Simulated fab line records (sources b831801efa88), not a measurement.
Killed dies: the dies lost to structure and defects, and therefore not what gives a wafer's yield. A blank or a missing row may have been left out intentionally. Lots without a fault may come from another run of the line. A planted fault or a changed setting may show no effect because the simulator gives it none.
A struck lot beside a sound one | flow gf180mcu | 15 out of 602 route steps
Sound: wafers L153.3, L153.4, L153.6. Wafers struck: L152.3, L152.4, L152.5. At the end, the cause is stated.
For every step that has rows: the tool of each side, followed by ch and its chambers, followed by its first start. Under that, the readings that differ: sound wafers | struck wafers | difference of the means | sigmas: that difference in standard deviations of wafers without a fault.
alike: readings whose means differ by less than 2 such deviations, and words and numbers that are the same on both sides. not compared: withheld readings, readings that some wafer has no value for, bounds like >300 that may hide the same value, and numbers for which the record gives no deviation and whose values overlap.
Wherever a step has rows on one side only, a row that says differs or no value, or a row with sigmas, the two part there. Numbers that don't overlap but have no deviation are shown without sigmas and don't part them. Lack of a reading on every wafer of one side parts them only where that side has two or more wafers.

first, 1 step without rows for these wafers: GF_PSD_CLEAN_12 (cleans in SC1/SC2, time 150 s).
GF_PSD_RTA_13: time 20 s.
  sound on rtpAnneal-01 ch 0, day 19 09:13; struck on rtpAnneal-01 ch 0, day 19 02:42
  alike: chamberO2Ppm, lampPowerPct, wafer_temp_C_max
GF_PSD_RS_MEAS_14: the measuring method here is four-point-probe.
  sound on filmMetro-01, day 19 09:19; struck on filmMetro-04, day 19 02:48
  alike: NSD_RS
GF_PSD_RS_MEAS_15: the measuring method here is four-point-probe.
  sound on filmMetro-01, day 19 09:26; struck on filmMetro-04, day 19 02:55
  alike: PSD_RS
GF_SAB_CVD_00: deposits SiO2 from TEOS, target thk 50 nm, time 4.9302 s.
  sound on pecvd-01 ch 1,2, day 19 09:31; struck on pecvd-04 ch 0,2, day 19 03:00
reading          | sound       | struck      | difference | sigmas
heaterPowerW (W) | 583 591 490 | 748 666 752 | +167       | +2
GF_SAB_THK_MEAS_01:
  sound on filmMetro-02, day 19 09:33; struck on filmMetro-02, day 19 03:02
  alike: SAB_CVD_00_THK
then, 6 steps without rows for these wafers: GF_SAB_DEHYDRATE_02 (time 60 s); GF_SAB_HMDS_03 (prime time 60 s); GF_SAB_COAT_04 (resist thk 1000 nm); GF_SAB_SOFTBAKE_05 (time 60 s); GF_SAB_EXPOSE_06 (exposes mask SAB, target cd 420 nm); GF_SAB_PEB_07.
GF_SAB_DEVELOP_08: develop time 60 s.
  sound on lithoTrack-04 ch 0, day 20 09:02; struck on lithoTrack-01 ch 0, day 20 02:32
reading            | sound             | struck            | difference | sigmas
developerTempC (C) | 22.80 22.77 22.94 | 23.57 23.53 23.48 | +0.69      | +6
GF_SAB_CD_MEAS_09: the cd target is 420 nm.
  sound on cdSem-01, day 20 09:11; struck on cdSem-02, day 20 02:46
  alike: cdNm
-- the record jumps here: 13 days lie between the struck wafers' starts before and after (it left off in module SAB and takes up again in module PASSIVATION, whose first step shown is number 602 of the route) --
GF_PASSIVATION_PROBE_99:
  rows exist in the record for the struck wafers here (prober-02, day 32 23:24), but not for the sound ones

WHERE THEY PART
First at GF_SAB_CVD_00; last, within this record, at GF_PASSIVATION_PROBE_99.

WHY: what the simulator had put in
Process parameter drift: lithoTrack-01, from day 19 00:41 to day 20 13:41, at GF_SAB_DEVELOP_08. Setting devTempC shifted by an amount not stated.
